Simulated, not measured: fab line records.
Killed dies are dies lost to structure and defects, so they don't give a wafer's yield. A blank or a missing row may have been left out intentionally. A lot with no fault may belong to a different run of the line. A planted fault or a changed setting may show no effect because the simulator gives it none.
Split-lot experiment    flow gf180mcu    5 lots, 23 wafers read, on a route of 602 steps

== THE SPLIT ITSELF ==
At GF_V4_COAT_09 (resist thk 1000 nm), the setting resist thk nm was moved away from the recipe's 1000 nm on 11 of the 23 wafers read, by -4.5% to +3.0%. For the rest of the wafers, this setting stayed at what the recipe calls for.

The reading is taken at the split's own step.

== THE READING ==
KrF_of_V4_COAT_09.thk nm (the simulator's own value, which no gauge read), in nm, at GF_V4_COAT_09 (resist thk 1000 nm). The file does not state a usual value for it. Across the 12 wafers here that went through the recipe, the average is 996.4 nm and the standard deviation 2.1 nm.

wafer   tool, chamber at the split  resist thk nm as run, nm  against the recipe  KrF_of_V4_COAT_09.thk nm, nm  against lot-mates on the recipe
L077.1  litho track-04, 0           1000                      recipe              995.7                         -
L077.2  litho track-04, 0           954.9                     -4.5%               949                           -46.2
L077.3  litho track-04, 0           954.9                     -4.5%               948                           -47.2
L077.5  litho track-04, 0           954.9                     -4.5%               947.9                         -47.3
L077.6  litho track-04, 0           1000                      recipe              994.7                         -
L078.1  litho track-04, 0           1000                      recipe              998.9                         -
L078.2  litho track-04, 0           970.3                     -3.0%               967.3                         -29.4
L078.3  litho track-04, 0           970.3                     -3.0%               967.4                         -29.2
L078.5  litho track-04, 0           970.3                     -3.0%               967.6                         -29.0
L078.6  litho track-04, 0           1000                      recipe              994.4                         -
L079.1  litho track-04, 0           1000                      recipe              999.5                         -
L079.4  litho track-04, 0           1000                      recipe              996.4                         -
L079.6  litho track-04, 0           1000                      recipe              997.2                         -
L082.1  litho track-04, 0           1030                      +3.0%               1027                          +29.1
L082.2  litho track-04, 0           1030                      +3.0%               1029                          +31.1
L082.3  litho track-04, 0           1030                      +3.0%               1028                          +30.1
L082.5  litho track-04, 0           1000                      recipe              999.2                         -
L082.6  litho track-04, 0           1000                      recipe              996.5                         -
L084.1  litho track-02, 0           1000                      recipe              992.9                         -
L084.2  litho track-02, 0           1000                      recipe              997.2                         -
L084.4  litho track-02, 0           965.1                     -3.5%               958.7                         -35.9
L084.5  litho track-02, 0           965.1                     -3.5%               959.9                         -34.7
L084.6  litho track-02, 0           1000                      recipe              993.7                         -

THE FIT
A straight line over all 23 wafers: KrF_of_V4_COAT_09.thk nm changes by +10.5 nm for each +1% of resist thk nm; r = +1.00; the points scatter about the line by 1.8 nm.
The same after taking each lot's own level away (the mean of its wafers on the recipe; 23 wafers): +10.2 nm for each +1%; r = +1.00; scatter 1.4 nm.
The reading moves by 46 nm for the largest change in resist thk nm, on that fit.
Across the lots, their own levels run from 994.60 to 997.85 nm, a range of 1.6 times the standard deviation given above.
Hence the lot-to-lot level has little effect on the slope; both slopes agree.
Check: for one of the wafers moved furthest among these (-4.5%), held out of the fit, the line's prediction against its lot-mates is -45.8 nm. It came out at -46.2 nm against them.

== FILE'S OWN FIT ==
KrF_of_V4_COAT_09.thk nm changes by +10.2 nm for each +1% of resist thk nm, r = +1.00.
